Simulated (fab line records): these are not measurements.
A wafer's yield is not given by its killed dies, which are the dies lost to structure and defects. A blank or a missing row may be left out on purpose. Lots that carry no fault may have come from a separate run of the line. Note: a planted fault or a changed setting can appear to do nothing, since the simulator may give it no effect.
Problem report, 8D (eight disciplines) form, completed by code    flow sky130    the parts of the form that need people (team, actions taken, sign-off) are left out

## 1. WHAT IS WRONG
METAL2_ALCU_THK at SKY_METAL2_THK_MEAS_06 reads a mean of 238 nm on 1 wafer of 1 lot; wafers without a fault read 251 nm with a standard deviation of 3.2. That puts it -4.1 standard deviations away from the usual mean.
The step: measures by xrf.
First seen on wafer L744.5, day 37 21:14, on filmMetro-02. Wafers with a number at this step in the record: 30, from 10 lots. Rule for "out" (also "out of limits"): further than 4 standard deviations from the usual mean. The other wafers with a number count as sound.

## 2. WHAT IT IS; WHAT IT IS NOT
question                     is                 is not
which readings at this step  METAL2_ALCU_THK    -
which lots                   L744               L737, L738, L748, L750, L751, L752, L754, L757, L758
which wafers of those lots   L744.5             L744.1, L744.6
read on which gauges         filmMetro-02       filmMetro-01, filmMetro-04
when                         from day 37 21:14  up to then (8 sound wafers); but 21 sound wafers of L748, L750, L751, L752, L754, L757, L758 came after

## 3. SUSPECTS, AND WHAT RULES EACH OUT
Counting: if a tool at a process step up to the reading ran every lot that is out, it stays a suspect. Sound lots after the first of them don't rule it out here, since some wafers of a struck lot are sound.
- the gauge at SKY_METAL2_THK_MEAS_06: kept. All the wafers that are out were read on filmMetro-02, and no step on other tools shows them out.
- rieMetal-04 at SKY_METAL1_METAL_ETCH_19 (etches the open film in Cl2/BCl3, stops on SiO2, target depth 360 nm, time 78 s): kept. It ran the lot that is out, L744 (day 36 13:38).
- pvdSputter-02 at SKY_METAL2_SPUTTER_04 (material TiN, target thk 70 nm, time 58.3 s): kept. It processed L744, the lot that is out, at day 37 18:24, and its most recent sound lot before then was L738 at day 34 19:26.
- The sound lot-mates ran in chamber 0 of rieMetal-04 at SKY_METAL1_METAL_ETCH_19, but the wafers that are out ran in chamber 1.
The count leaves rieMetal-04 at SKY_METAL1_METAL_ETCH_19, pvdSputter-02 at SKY_METAL2_SPUTTER_04, and filmMetro-02 at SKY_METAL2_THK_MEAS_06.

## 4. THE CAUSE (what the simulator had put in)
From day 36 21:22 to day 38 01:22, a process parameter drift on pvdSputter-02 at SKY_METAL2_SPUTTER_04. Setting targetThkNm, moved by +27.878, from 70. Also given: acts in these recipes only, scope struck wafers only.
Counting left 3 suspects, and this tool is among them.

## 5. THE CHAIN OF EFFECTS, in route order
Rows list readings where the struck wafers' mean (over those with a number) sits beyond 3 standard deviations from the usual. Only readings for which the record gives a usual standard deviation are gone through. hours: the time from each lot's start at the first step in this table that gives one to its start at this step, as a median over the lots. sigmas: the change in usual standard deviations.
hours  step                    reading          usual   on struck wafers  change  sigmas
0      SKY_METAL2_THK_MEAS_06  METAL2_ALCU_THK  251 nm  238               -13     -4.1

## 6. HOW IT WOULD HAVE BEEN CAUGHT EARLIER
Counted from the fault's start at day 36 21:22, it took 24 hours until the first out-of-limits reading at a measuring or inspecting step in this record, taken at day 37 21:14.
Tool readings at SKY_METAL2_SPUTTER_04 with a usual standard deviation given in the record: none out on any struck wafer, hence no alarm at a limit of 4 standard deviations on them.
All the lots that are out (1) had begun SKY_METAL2_SPUTTER_04 on pvdSputter-02 by day 37 21:14. None of them would have been spared by holding the tool at that moment.
